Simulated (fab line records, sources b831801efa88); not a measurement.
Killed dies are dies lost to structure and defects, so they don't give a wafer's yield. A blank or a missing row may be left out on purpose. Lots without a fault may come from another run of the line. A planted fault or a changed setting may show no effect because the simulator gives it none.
Tool commonality check | flow gf180mcu | 13 lots, 42 wafers sampled

WHY IT WAS OPENED
At GF_PSD_CD_MEAS_07 the reading cd_nm is flagged on 1 of 13 lots. Wafers without a fault read 399.3 nm, standard deviation 2.
Rule: a lot is flagged when every wafer of it that has a number lies more than 4 standard deviations from that mean, or none has a number. The other lots count as sound.

lot  | measured     | on        | cd_nm (nm), wafer by wafer          | flag
L285 | day 14 05:59 | cd_sem-01 | 396.6 397.1 398.0                   |
L287 | day 14 23:14 | cd_sem-01 | 396.7 400.2 398.5                   |
L291 | day 16 14:26 | cd_sem-02 | 399.4 398.7 395.7                   |
L293 | day 17 12:16 | cd_sem-01 | 399.2 400.3 400.4                   |
L294 | day 17 18:13 | cd_sem-02 | 318.0 318.1 319.2 317.9 318.1 318.7 | FLAGGED
L298 | day 19 01:31 | cd_sem-02 | 401.3 398.0 399.9                   |
L300 | day 19 11:23 | cd_sem-02 | 400.6 402.0 402.9                   |
L302 | day 20 07:17 | cd_sem-01 | 401.6 400.2 402.0                   |
L303 | day 20 15:11 | cd_sem-02 | 399.8 400.5 395.8                   |
L304 | day 21 00:50 | cd_sem-02 | 394.8 396.7 398.2                   |
L305 | day 21 08:50 | cd_sem-02 | 400.6 400.7 400.3                   |
L306 | day 21 13:50 | cd_sem-01 | 402.1 403.3 405.1                   |
L308 | day 22 18:37 | cd_sem-02 | 400.5 400.3 399.3                   |
The numbers of the flagged lots are 318.3 nm on average: -81.0 nm against the usual, or -40 standard deviations.

WHICH TOOL RAN EACH LOT
The record holds 1 process step before the reading, out of a route of 602 steps. In each cell: the tool, then ch and the chambers that the sampled wafers went through, then the start.
lot  | flag    | GF_PSD_EXPOSE_04
L285 |         | iline_stepper-02 ch 0, day 13 19:55
L287 |         | iline_stepper-02 ch 0, day 14 12:28
L291 |         | iline_stepper-02 ch 0, day 16 03:40
L293 |         | iline_stepper-02 ch 0, day 17 01:27
L294 | FLAGGED | iline_stepper-02 ch 0, day 17 06:40
L298 |         | iline_stepper-02 ch 0, day 18 13:56
L300 |         | iline_stepper-02 ch 0, day 18 23:16
L302 |         | iline_stepper-02 ch 0, day 19 18:52
L303 |         | iline_stepper-02 ch 0, day 20 02:40
L304 |         | iline_stepper-02 ch 0, day 20 13:13
L305 |         | iline_stepper-01 ch 0, day 20 21:16
L306 |         | iline_stepper-02 ch 0, day 21 02:02
L308 |         | iline_stepper-02 ch 0, day 22 06:37
What these steps do:
- GF_PSD_EXPOSE_04: exposes mask Pplus, target cd 400 nm.
- GF_PSD_CD_MEAS_07: target cd 400 nm.

FLAGGED OVER TOTAL, TOOL BY TOOL (the gauges that took the reading come last)
step              | tool             | lots run | flagged | share of the flagged lots | sound lots run after its first flagged lot
GF_PSD_EXPOSE_04  | iline_stepper-01 | 1        | 0       | none                      | -
GF_PSD_EXPOSE_04  | iline_stepper-02 | 12       | 1       | all                       | 7 (L298,L300,L302,L303,L304,L306,L308)
GF_PSD_CD_MEAS_07 | cd_sem-01        | 5        | 0       | none                      | -
GF_PSD_CD_MEAS_07 | cd_sem-02        | 8        | 1       | all                       | 6 (L298,L300,L303,L304,L305,L308)

WHAT THE TABLE ALLOWS
2 rows of the table ran every flagged lot: iline_stepper-02 at GF_PSD_EXPOSE_04, cd_sem-02 at GF_PSD_CD_MEAS_07.
- iline_stepper-02 at GF_PSD_EXPOSE_04: 1 of its 12 lots flagged. Sound lots ran on it after the first flagged one (L298, L300, L302, L303, L304, L306, L308), which a lasting fault on the whole tool wouldn't allow.
- cd_sem-02 at GF_PSD_CD_MEAS_07: 1 of its 8 lots flagged. Sound lots ran on it after the first flagged one (L298, L300, L303, L304, L305, L308), which a lasting fault on the whole tool wouldn't allow.
No row of the table ran every flagged lot and no sound lot after the first.

WHAT THE SIMULATOR HAD PUT IN
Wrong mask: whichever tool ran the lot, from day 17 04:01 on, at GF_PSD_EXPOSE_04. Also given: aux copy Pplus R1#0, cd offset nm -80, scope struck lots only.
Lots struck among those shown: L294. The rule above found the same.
